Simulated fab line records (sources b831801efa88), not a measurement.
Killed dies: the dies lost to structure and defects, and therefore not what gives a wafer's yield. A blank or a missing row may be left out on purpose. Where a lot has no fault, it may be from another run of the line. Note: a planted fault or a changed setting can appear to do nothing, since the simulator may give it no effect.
8D (eight disciplines) problem report, filled in by code :: flow sky130 :: the parts of the form that need people (team, actions taken, sign-off) are left out

== 1. THE PROBLEM ==
FIELD_ISO_CVD_24_THK at SKY_FIELD_ISO_THK_MEAS_25 reads a mean of 878 nm on 4 wafers of 2 lots; wafers without a fault read 596 nm with a standard deviation of 6. That puts it +47 standard deviations away from the usual mean.
Seen first at day 6 10:39 on film-metro-04, wafer L502.1. Wafers with a number at this step in the record: 35, from 12 lots. Rule for "out" (also "out of limits"): further than 4 standard deviations from the usual mean. The other wafers with a number count as sound.

== 2. WHAT IT IS; WHAT IT IS NOT ==
question: which readings at this step
is: FIELD_ISO_CVD_24_THK
is not: -

question: which lots
is: L502, L503
is not: L486, L490, L491, L492, L493, L494, L495, L497, L498, L501

question: which wafers of those lots
is: L502.1, L502.4, L503.3, L503.6
is not: L502.2

question: read on which gauges
is: film-metro-04
is not: film-metro-01, film-metro-03

question: when
is: from day 6 10:39
is not: up to then (31 sound wafers)

== 3. SUSPECTS, AND WHAT RULES EACH OUT ==
Counting: any tool at a process step up to the reading remains a suspect provided it ran every lot that is out. Sound lots after the first of them don't rule it out here, since some wafers of a struck lot are sound.
- the gauge at SKY_FIELD_ISO_THK_MEAS_25 has been ruled out. All the wafers that are out were read on film-metro-04, but those of them that SKY_FIELD_ISO_CMP_27 has rows for are out there too, on other tools.
- hdpcvd-02 at SKY_FIELD_ISO_CVD_24 (deposits SiO2, target thk 595 nm, time 99.2 s): kept. It processed each lot that is out (first: L502, day 6 10:35); up to then, its last sound lot is L501 (day 6 06:23).
After counting, what remains is hdpcvd-02 at SKY_FIELD_ISO_CVD_24.

== 4. THE CAUSE (what the simulator had put in) ==
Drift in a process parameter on hdpcvd-02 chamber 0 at SKY_FIELD_ISO_CVD_24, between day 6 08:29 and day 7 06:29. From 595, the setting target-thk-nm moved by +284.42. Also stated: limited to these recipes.
The count eliminated every tool but this one.

== 5. THE CHAIN OF EFFECTS, in route order ==
Rows list readings where the struck wafers' mean (over those with a number) sits beyond 3 standard deviations from the usual. Only readings for which the record gives a usual standard deviation are gone through. hours: the time from each lot's start at the first step in this table that gives one to its start at this step, as a median over the lots. sigmas: the change in usual standard deviations.
hours: 0
step: SKY_FIELD_ISO_THK_MEAS_25
reading: FIELD_ISO_CVD_24_THK
usual: 596 nm
on struck wafers: 878
change: +282
sigmas: +47

hours: 3
step: SKY_FIELD_ISO_CMP_27
reading: time-to-endpoint-s
usual: 112 s
on struck wafers: 163
change: +51
sigmas: +10
Its process steps:
- SKY_FIELD_ISO_CMP_27: polishes, stops on Si3N4, t overpolish 16 s, target thk 457.8 nm.
Later steps that measure or inspect, where all struck wafers having a row at the step show a number for every such reading and not one has moved that far: SKY_VT_ADJUST_LVTN_TW_MEAS_21.

== 6. HOW IT WOULD HAVE BEEN CAUGHT EARLIER ==
The first out-of-limits reading at a measuring or inspecting step in this record came at day 6 10:39, 2 hours after the fault's start at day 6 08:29.
L503, from the lots that are out (2), started SKY_FIELD_ISO_CVD_24 on hdpcvd-02 later than day 6 10:39. A tool hold placed at that time would have kept it from harm.
